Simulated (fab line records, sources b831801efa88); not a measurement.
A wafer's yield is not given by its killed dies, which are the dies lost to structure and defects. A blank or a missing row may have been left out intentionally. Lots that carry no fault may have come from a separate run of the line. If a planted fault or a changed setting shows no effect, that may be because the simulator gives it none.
Which tool is to blame? | flow gf180mcu | 30 wafers from 10 lots sampled at 6 of the route's 602 steps

## WHAT EACH GAUGE READ, for each wafer
GF_V4_CD_MEAS_14 targets a cd of 260 nm. Usual: cdNm at 260.4 nm, with a standard deviation of 1.1.
lot  | measured     | on       | cdNm (nm)         | flag
L650 | day 25 17:29 | cdSem-02 | 262.1 263.3 262.9 | 
L651 | day 26 05:34 | cdSem-02 | 260.6 259.7 261.2 | 
L652 | day 26 14:39 | cdSem-02 | 261.5 261.0 262.5 | 
L657 | day 27 22:44 | cdSem-01 | 259.1 259.6 259.8 | 
L659 | day 28 18:11 | cdSem-02 | 258.4 260.9 261.0 | 
L660 | day 28 20:00 | cdSem-02 | 260.4 260.0 259.8 | 
L661 | day 29 07:51 | cdSem-01 | 260.5 259.7 260.7 | 
L662 | day 29 11:08 | cdSem-02 | 260.5 258.5 258.3 | 
L663 | day 29 16:23 | cdSem-01 | 260.0 260.0 259.7 | 
L664 | day 29 21:26 | cdSem-02 | 259.2 258.5 258.8 | 

GF_V4_RS_MEAS_24: a four-point-probe measurement. Usual: for V4_W_RS the level is 0.327 ohm/sq and the standard deviation is 0.004.
lot  | measured     | on           | V4_W_RS (ohm/sq)  | flag
L650 | day 25 18:31 | filmMetro-03 | 0.326 0.327 0.327 | 
L651 | day 26 06:39 | filmMetro-04 | 0.325 0.324 0.322 | 
L652 | day 26 15:41 | filmMetro-03 | 0.334 0.333 0.331 | 
L657 | day 27 23:48 | filmMetro-03 | 0.328 0.324 0.328 | 
L659 | day 28 19:13 | filmMetro-03 | 0.331 0.328 0.325 | 
L660 | day 28 21:02 | filmMetro-02 | 0.273 0.275 0.278 | OFF
L661 | day 29 08:59 | filmMetro-04 | 0.276 0.274 0.277 | OFF
L662 | day 29 12:34 | filmMetro-04 | 0.332 0.324 0.327 | 
L663 | day 29 17:27 | filmMetro-04 | 0.330 0.335 0.329 | 
L664 | day 29 22:30 | filmMetro-02 | 0.267 0.269 0.267 | OFF

GF_V4_THK_MEAS_25: measures by xrf. Usual: for V4_W_THK the level is 352 nm and the standard deviation is 4.3.
lot  | measured     | on           | V4_W_THK (nm) | flag
L650 | day 25 18:38 | filmMetro-03 | 352 351 351   | 
L651 | day 26 06:46 | filmMetro-04 | 352 353 355   | 
L652 | day 26 15:48 | filmMetro-03 | 348 348 352   | 
L657 | day 27 23:55 | filmMetro-03 | 353 356 352   | 
L659 | day 28 19:19 | filmMetro-03 | 343 348 350   | 
L660 | day 28 21:09 | filmMetro-02 | 426 427 420   | OFF
L661 | day 29 09:07 | filmMetro-04 | 419 420 413   | OFF
L662 | day 29 12:41 | filmMetro-04 | 346 355 351   | 
L663 | day 29 17:34 | filmMetro-04 | 348 342 349   | 
L664 | day 29 22:37 | filmMetro-02 | 434 429 433   | OFF

## TOOL THAT RAN EACH LOT (tool first, then ch and the chambers of the sampled wafers, then the start)
lot  | GF_M4_STRIP_17                      | GF_V4_SPUTTER_22            | GF_V4_CVD_23
L650 | plasmaAsher-03 ch 0,1, day 24 19:12 | pvdSputter-02, day 25 18:22 | cvdW-01 ch 0,1, day 25 18:25
L651 | plasmaAsher-03 ch 0, day 25 07:34   | pvdSputter-04, day 26 06:29 | cvdW-01 ch 0,1, day 26 06:31
L652 | plasmaAsher-03 ch 0,1, day 25 17:14 | pvdSputter-03, day 26 15:31 | cvdW-02 ch 0,1, day 26 15:34
L657 | plasmaAsher-01 ch 0,1, day 27 01:21 | pvdSputter-03, day 27 23:38 | cvdW-01 ch 0,1, day 27 23:41
L659 | plasmaAsher-03 ch 0,1, day 27 21:19 | pvdSputter-03, day 28 19:01 | cvdW-01 ch 0,1, day 28 19:05
L660 | plasmaAsher-03 ch 1, day 27 23:39   | pvdSputter-02, day 28 20:53 | cvdW-01 ch 0,1, day 28 20:55
L661 | plasmaAsher-01 ch 0,1, day 28 11:30 | pvdSputter-03, day 29 08:50 | cvdW-01 ch 0,1, day 29 08:53
L662 | plasmaAsher-03 ch 0,1, day 28 14:40 | pvdSputter-04, day 29 12:25 | cvdW-02 ch 0,1, day 29 12:28
L663 | plasmaAsher-03 ch 0,1, day 28 19:57 | pvdSputter-02, day 29 17:18 | cvdW-02 ch 0,1, day 29 17:20
L664 | plasmaAsher-03 ch 0,1, day 29 01:26 | pvdSputter-02, day 29 22:21 | cvdW-01 ch 0,1, day 29 22:23
- GF_M4_STRIP_17: strips in O2/N2.
- GF_V4_SPUTTER_22: material TiN, target thk 10 nm, time 40 s.
- GF_V4_CVD_23: deposits W, target thk 350 nm, time 104.9 s.

## AS READ BY THE TOOLS THEMSELVES (means over the sampled wafers that have a number; for cases with no such wafer, the mark the record gives instead)
GF_M4_STRIP_17. Usual: drypumpMotorCurrentA 5.8 A, standard deviation 0.47; heaterPowerW 351 W, standard deviation 27; o2FlowSccm 3000 sccm, standard deviation 8.7; oesProductAu 0.536 a.u., standard deviation 0.0053; stripTimeToEndpointS 7.37 s, standard deviation 0.045.
lot  | tool           | drypumpMotorCurrentA (A) | heaterPowerW (W) | o2FlowSccm (sccm) | oesProductAu (a.u.) | stripTimeToEndpointS (s) | flag
L650 | plasmaAsher-03 | 5.8                      | 341              | 2989              | 0.533               | 7.34                     | 
L651 | plasmaAsher-03 | 6.5                      | 382              | 3014              | 0.536               | 7.37                     | 
L652 | plasmaAsher-03 | 6.2                      | 363              | 2997              | 0.532               | 7.34                     | 
L657 | plasmaAsher-01 | 5.5                      | 342              | 3005              | 0.535               | 7.31                     | 
L659 | plasmaAsher-03 | 5.8                      | 338              | 3001              | 0.536               | 7.40                     | 
L660 | plasmaAsher-03 | 5.5                      | 314              | 2990              | 0.532               | 7.42                     | 
L661 | plasmaAsher-01 | 5.5                      | 345              | 2996              | 0.529               | 7.38                     | 
L662 | plasmaAsher-03 | 5.8                      | 339              | 3006              | 0.537               | 7.31                     | 
L663 | plasmaAsher-03 | 5.8                      | 343              | 3003              | 0.539               | 7.43                     | 
L664 | plasmaAsher-03 | 5.8                      | 341              | 3003              | 0.539               | 7.29                     | 

GF_V4_SPUTTER_22. Usual: throttleValvePct at 30.2 %, with a standard deviation of 1.4.
lot  | tool          | throttleValvePct (%) | flag
L650 | pvdSputter-02 | 31.4                 | 
L651 | pvdSputter-04 | 30.2                 | 
L652 | pvdSputter-03 | 29.5                 | 
L657 | pvdSputter-03 | 29.9                 | 
L659 | pvdSputter-03 | 29.8                 | 
L660 | pvdSputter-02 | 31.6                 | 
L661 | pvdSputter-03 | 28.9                 | 
L662 | pvdSputter-04 | 29.3                 | 
L663 | pvdSputter-02 | 31.4                 | 
L664 | pvdSputter-02 | 30.9                 | 

GF_V4_CVD_23. Usual: chamberPressureTorr 40.01 Torr, standard deviation 0.08; heaterPowerOuterW 515 W, standard deviation 35; heaterPowerW 859 W, standard deviation 83.
lot  | tool    | chamberPressureTorr (Torr) | heaterPowerOuterW (W) | heaterPowerW (W) | flag
L650 | cvdW-01 | 39.97                      | 486                   | 783              | 
L651 | cvdW-01 | 39.96                      | 500                   | 784              | 
L652 | cvdW-02 | 40.05                      | 544                   | 959              | 
L657 | cvdW-01 | 40.08                      | 479                   | 799              | 
L659 | cvdW-01 | 39.94                      | 505                   | 793              | 
L660 | cvdW-01 | 56.65                      | 482                   | 791              | OFF
L661 | cvdW-01 | 56.58                      | 502                   | 794              | OFF
L662 | cvdW-02 | 39.96                      | 548                   | 943              | 
L663 | cvdW-02 | 40.03                      | 544                   | 930              | 
L664 | cvdW-01 | 56.64                      | 485                   | 777              | OFF

## THE ANSWER, worked out from the rows above alone
Rule: take the mean of a lot's wafers that have a number; if it is more than 3 standard deviations from the usual mean, the lot is off. Also off: a lot with no number at a reading for which 4 or more lots have one. The other lots that the step has rows for count as sound. First the gauges in route order, then the tools' own readings, where a lot's mean is used as printed above. At the first step where some lot is off, the reading lying furthest off is the one used; lots without a number count as furthest.
Off: at GF_V4_RS_MEAS_24 (V4_W_RS), L660, L661, L664.
If a tool, at a process step before that reading, ran all the lots that are off and no sound lot after the first of them, it fits. Not tried: the gauges at GF_V4_RS_MEAS_24; whatever is off there is also off at GF_V4_CVD_23, on other tools, and gauge error can't account for it. One fits: cvdW-01 at GF_V4_CVD_23. A fault onset in the window from L659 (day 28 19:05, its last sound lot) to L660 (day 28 20:55, its first lot off) fits.
On the lots that are off, the tool's own readings at GF_V4_CVD_23 differ by more than 5 times the standard deviation of the sound lots' means, which bears it out; chamberPressureTorr reads 56.62 Torr there versus 40.00 Torr on the sound lots.

## WHAT THE SIMULATOR HAD INSERTED
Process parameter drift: cvdW-01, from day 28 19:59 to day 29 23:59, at GF_V4_CVD_23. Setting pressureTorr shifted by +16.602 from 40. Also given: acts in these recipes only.
Shown lots that were struck: L660, L661, L664. The rule given above showed the same thing.
